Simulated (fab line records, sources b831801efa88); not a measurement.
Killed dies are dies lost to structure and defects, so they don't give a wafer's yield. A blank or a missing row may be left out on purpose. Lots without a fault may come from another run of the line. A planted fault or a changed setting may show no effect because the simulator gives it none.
Chamber matching | flow sky130 | SKY_VIA4_CMP_02 on cmp-02: 4 sister chambers
The step polishes SiO2. 4 wafers are shown with their chamber, then 9 later ones without.

WAFERS WITH THEIR CHAMBER
wafer  | chamber | motor_current_A (A)
L202.6 | 3       | 10.9
L213.1 | 1       | 13.7
L213.3 | 0       | 13.6
L213.5 | 2       | 11.1

WAFERS WITHOUT THEIR CHAMBER
wafer  | motor_current_A (A)
L217.3 | 10.9
L217.4 | 13.2
L217.6 | 14.4
L218.2 | 10.6
L218.3 | 13.6
L218.5 | 11.2
L219.2 | 10.8
L219.3 | 10.9
L219.5 | 12.7

WHICH CHAMBER EACH WENT THROUGH
wafer  | from the rows above          | in truth
L217.3 | can't be placed: 3 or 2      | 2
L217.4 | can't be placed: 0 or 1      | 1
L217.6 | can't be placed: 1 or 0      | 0
L218.2 | can't be placed: 3 or 2      | 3
L218.3 | can't be placed: 0 or 1      | 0
L218.5 | can't be placed: 2 or 3      | 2
L219.2 | can't be placed: 3 or 2      | 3
L219.3 | can't be placed: 3 or 2      | 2
L219.5 | can't be placed: 0 or 1 or 2 | 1
Placed correctly: 0 of 9. Can't be placed from these rows: 9 (the true chamber is among the candidates in 9). Placed wrongly: 0.
How it was worked out, from the rows above alone: a wafer's distance from a chamber is the root of the sum, over the readings, of the square of ((its reading less the chamber's mean) divided by the reading's scatter). The wafer belongs to the nearest chamber; if the next one is less than 2 further off, it can't be placed. A chamber's mean is the mean of its shown wafers. The scatter: with one shown wafer a chamber, the root of the mean of the squares of how far each hidden wafer lies from its nearest shown one.
